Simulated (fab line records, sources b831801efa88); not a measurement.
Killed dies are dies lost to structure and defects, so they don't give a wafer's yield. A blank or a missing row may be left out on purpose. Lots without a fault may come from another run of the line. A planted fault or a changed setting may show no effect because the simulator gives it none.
Tool commonality check | flow gf180mcu | 10 lots, 30 wafers sampled

WHY IT WAS OPENED
At GF_MIM_RS_MEAS_10 the reading MIM_ALCU_RS is flagged on 2 of 10 lots. Wafers without a fault read 0.1610 ohm/sq, standard deviation 0.002.
Rule: a lot is flagged when every wafer of it that has a number lies more than 4 standard deviations from that mean, or none has a number. The other lots count as sound.

lot  | measured     | on            | MIM_ALCU_RS (ohm/sq), wafer by wafer | flag
L183 | day 24 15:13 | film_metro-02 | 0.1648 0.1625 0.1635                 |
L185 | day 25 06:01 | film_metro-01 | 0.1633 0.1628 0.1616                 |
L186 | day 25 14:17 | film_metro-02 | 0.1632 0.1625 0.1620                 |
L190 | day 26 19:05 | film_metro-04 | 0.1609 0.1638 0.1613                 |
L191 | day 27 05:47 | film_metro-01 | 0.1587 0.1594 0.1569                 |
L193 | day 27 22:46 | film_metro-04 | 0.1608 0.1622 0.1604                 |
L195 | day 28 12:11 | film_metro-01 | 0.1606 0.1579 0.1621                 |
L201 | day 30 10:13 | film_metro-02 | 0.1454 0.1441 0.1465                 | FLAGGED
L202 | day 30 12:01 | film_metro-04 | 0.1477 0.1466 0.1467                 | FLAGGED
L205 | day 31 03:45 | film_metro-02 | 0.1597 0.1613 0.1581                 |
The numbers of the flagged lots are 0.1462 ohm/sq on average: -0.0148 ohm/sq against the usual, or -7 standard deviations.

WHICH TOOL RAN EACH LOT
The record holds 2 process steps before the reading, out of a route of 602 steps. In each cell: the tool, then ch and the chambers that the sampled wafers went through, then the start.
lot  | flag    | GF_MIM_SPUTTER_01            | GF_MIM_SPUTTER_08
L183 |         | pvd_sputter-02, day 24 14:53 | pvd_sputter-04, day 24 15:08
L185 |         | pvd_sputter-01, day 25 05:40 | pvd_sputter-02, day 25 05:56
L186 |         | pvd_sputter-01, day 25 13:56 | pvd_sputter-04, day 25 14:12
L190 |         | pvd_sputter-02, day 26 18:45 | pvd_sputter-04, day 26 19:00
L191 |         | pvd_sputter-02, day 27 05:29 | pvd_sputter-01, day 27 05:44
L193 |         | pvd_sputter-01, day 27 22:26 | pvd_sputter-02, day 27 22:41
L195 |         | pvd_sputter-02, day 28 11:52 | pvd_sputter-01, day 28 12:08
L201 | FLAGGED | pvd_sputter-02, day 30 09:54 | pvd_sputter-01, day 30 10:10
L202 | FLAGGED | pvd_sputter-02, day 30 11:42 | pvd_sputter-01, day 30 11:58
L205 |         | pvd_sputter-04, day 31 03:26 | pvd_sputter-02, day 31 03:42
What these steps do:
- GF_MIM_SPUTTER_01: material TiN, target thk 30 nm, time 25 s.
- GF_MIM_SPUTTER_08: material AlCu, target thk 200 nm, time 10.6 s.
- GF_MIM_RS_MEAS_10: measures by four-point-probe.

FLAGGED OVER TOTAL, TOOL BY TOOL (the gauges that took the reading come last)
step              | tool           | lots run | flagged | share of the flagged lots | sound lots run after its first flagged lot
GF_MIM_SPUTTER_01 | pvd_sputter-01 | 3        | 0       | none                      | -
GF_MIM_SPUTTER_01 | pvd_sputter-02 | 6        | 2       | all                       | 0
GF_MIM_SPUTTER_01 | pvd_sputter-04 | 1        | 0       | none                      | -
GF_MIM_SPUTTER_08 | pvd_sputter-01 | 4        | 2       | all                       | 0
GF_MIM_SPUTTER_08 | pvd_sputter-02 | 3        | 0       | none                      | -
GF_MIM_SPUTTER_08 | pvd_sputter-04 | 3        | 0       | none                      | -
GF_MIM_RS_MEAS_10 | film_metro-01  | 3        | 0       | none                      | -
GF_MIM_RS_MEAS_10 | film_metro-02  | 4        | 1       | some                      | 1 (L205)
GF_MIM_RS_MEAS_10 | film_metro-04  | 3        | 1       | some                      | 0

WHAT THE TABLE ALLOWS
2 rows of the table ran every flagged lot: pvd_sputter-02 at GF_MIM_SPUTTER_01, pvd_sputter-01 at GF_MIM_SPUTTER_08.
- pvd_sputter-02 at GF_MIM_SPUTTER_01: 2 of its 6 lots flagged. Its last sound lot is L195 (day 28 11:52), its first flagged lot L201 (day 30 09:54): a fault that began between those two fits.
- pvd_sputter-01 at GF_MIM_SPUTTER_08: 2 of its 4 lots flagged. Its last sound lot is L195 (day 28 12:08), its first flagged lot L201 (day 30 10:10): a fault that began between those two fits. Its own readings lie more than 4 standard deviations out on every wafer of the flagged lots: cathode_dc_power_W.
Counting lots can't tell these 2 tools apart, because each fits a fault that began at some hour. More lots, or a look at what each step does to the wafer, might.

WHAT THE SIMULATOR HAD PUT IN
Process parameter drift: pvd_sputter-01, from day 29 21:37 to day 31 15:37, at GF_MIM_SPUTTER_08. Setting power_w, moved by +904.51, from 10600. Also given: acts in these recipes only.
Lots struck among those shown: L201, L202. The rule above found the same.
